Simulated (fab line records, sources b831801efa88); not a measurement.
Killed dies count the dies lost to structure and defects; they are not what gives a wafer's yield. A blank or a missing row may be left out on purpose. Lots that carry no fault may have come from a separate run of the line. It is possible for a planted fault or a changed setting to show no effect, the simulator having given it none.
Which tool is to blame? | flow sky130 | Sampling: 14 lots, 42 wafers, 2 of 708 route steps

## WHAT THE GAUGES READ, wafer by wafer
No reading from a measuring or inspecting step in the record can be judged against a usual standard deviation.

## EACH LOT AND THE TOOL THAT RAN IT (in order: tool; ch and the chambers of the sampled wafers; start)
lot  | SKY_METAL1_STRIP_20                  | SKY_PAD_OPEN_PROBE_99
L383 | plasma asher-03 ch 0,1, day 32 12:04 | -
L384 | plasma asher-03 ch 0,1, day 32 21:53 | -
L385 | plasma asher-03 ch 0,1, day 33 16:44 | -
L387 | plasma asher-01 ch 0,1, day 34 01:53 | -
L386 | plasma asher-04 ch 0,1, day 34 06:35 | -
L388 | plasma asher-01 ch 0,1, day 34 08:26 | prober-02, day 46 22:13
L389 | plasma asher-03 ch 0,1, day 35 00:26 | -
L390 | plasma asher-01 ch 1, day 35 02:41   | -
L391 | plasma asher-04 ch 1, day 35 10:20   | -
L392 | plasma asher-04 ch 0,1, day 35 18:01 | -
L393 | plasma asher-04 ch 0,1, day 36 03:44 | -
L401 | plasma asher-04 ch 0,1, day 38 04:38 | prober-01, day 49 18:52
L402 | plasma asher-04 ch 0,1, day 38 20:05 | prober-02, day 50 05:10
L406 | plasma asher-01 ch 0,1, day 40 12:02 | -
- SKY_METAL1_STRIP_20: strips in O2/N2.
- SKY_PAD_OPEN_PROBE_99

## WHAT THE TOOLS THEMSELVES READ (means of the sampled wafers that have a number; where no wafer has one, the mark that the record gives instead)
SKY_METAL1_STRIP_20.
lot  | tool            | drypump motor current A (A) | o2 flow sccm (sccm) | oes product au (a.u.) | strip time to endpoint s (s)
L383 | plasma asher-03 | 5.9                         | 3005                | 0.342                 | 2.64
L384 | plasma asher-03 | 6.1                         | 2986                | 0.344                 | 2.70
L385 | plasma asher-03 | 6.1                         | 3013                | 0.344                 | 2.72
L387 | plasma asher-01 | 5.4                         | 3005                | 0.341                 | 2.69
L386 | plasma asher-04 | 6.1                         | 3002                | 0.346                 | 2.75
L388 | plasma asher-01 | 5.8                         | 2995                | 0.344                 | 2.71
L389 | plasma asher-03 | 6.2                         | 3005                | 0.346                 | 2.64
L390 | plasma asher-01 | 6.3                         | 2985                | 0.349                 | 2.77
L391 | plasma asher-04 | 5.8                         | 3012                | 0.343                 | 2.71
L392 | plasma asher-04 | 6.1                         | 2994                | 0.342                 | 2.70
L393 | plasma asher-04 | 6.3                         | 2995                | 0.350                 | 2.76
L401 | plasma asher-04 | 6.3                         | 2995                | 0.342                 | 2.64
L402 | plasma asher-04 | 6.0                         | 3008                | 0.337                 | 2.67
L406 | plasma asher-01 | 5.8                         | 2995                | 0.347                 | 2.69

SKY_PAD_OPEN_PROBE_99.
lot  | tool      | defect limited yield (%) | killed_at_M0_to_M3 | killed_at_M4_up | killed at contacts | killed at front end | killed at other | killed dies | killed open | killed short | sort_bin_3_pad_short (%) | sort_bin_5_function (%) | sort_bin_6_memory (%) | sort n pass | sort yield pct (%)
L388 | prober-02 | 81.7                     | 46                 | 1.7             | 28                 | 14                  | 0.3             | 90          | 49          | 41           | 1.3                      | 10.9                    | 6.2                   | 402         | 81.7
L401 | prober-01 | 75.8                     | 84                 | 4.0             | 19                 | 12                  | 0.0             | 119         | 36          | 44           | 3.0                      | 14.2                    | 6.9                   | 373         | 75.8
L402 | prober-02 | 79.1                     | 69                 | 3.0             | 19                 | 11                  | 0.3             | 103         | 39          | 33           | 1.5                      | 13.0                    | 6.3                   | 389         | 79.1

## THE ANSWER, worked out from the rows above alone
Rule: what is usual is taken from the lots themselves. Put in order of their means at a reading, lots are off if they are a third of the lots or fewer, leave a main group of 4 or more, and stand apart from it by a gap of 3 or more times the standard deviation of the main group's means; of several such gaps the widest counts. A main group is skipped when, at the precision printed for the reading in the tables above, its means are all equal. Also off: a lot with no number at a reading for which 4 or more lots have one. The other lots that the step has rows for count as sound. The gauges are gone through in route order, then the tools' own readings, and for those a lot's mean is taken as printed above. The first step at which some lot is off is used, and at that step the reading that is off furthest; a lot without a number counts as furthest.
No lot is off at any reading shown: from this, nothing can be told.

## WHAT THE SIMULATOR HAD PUT IN
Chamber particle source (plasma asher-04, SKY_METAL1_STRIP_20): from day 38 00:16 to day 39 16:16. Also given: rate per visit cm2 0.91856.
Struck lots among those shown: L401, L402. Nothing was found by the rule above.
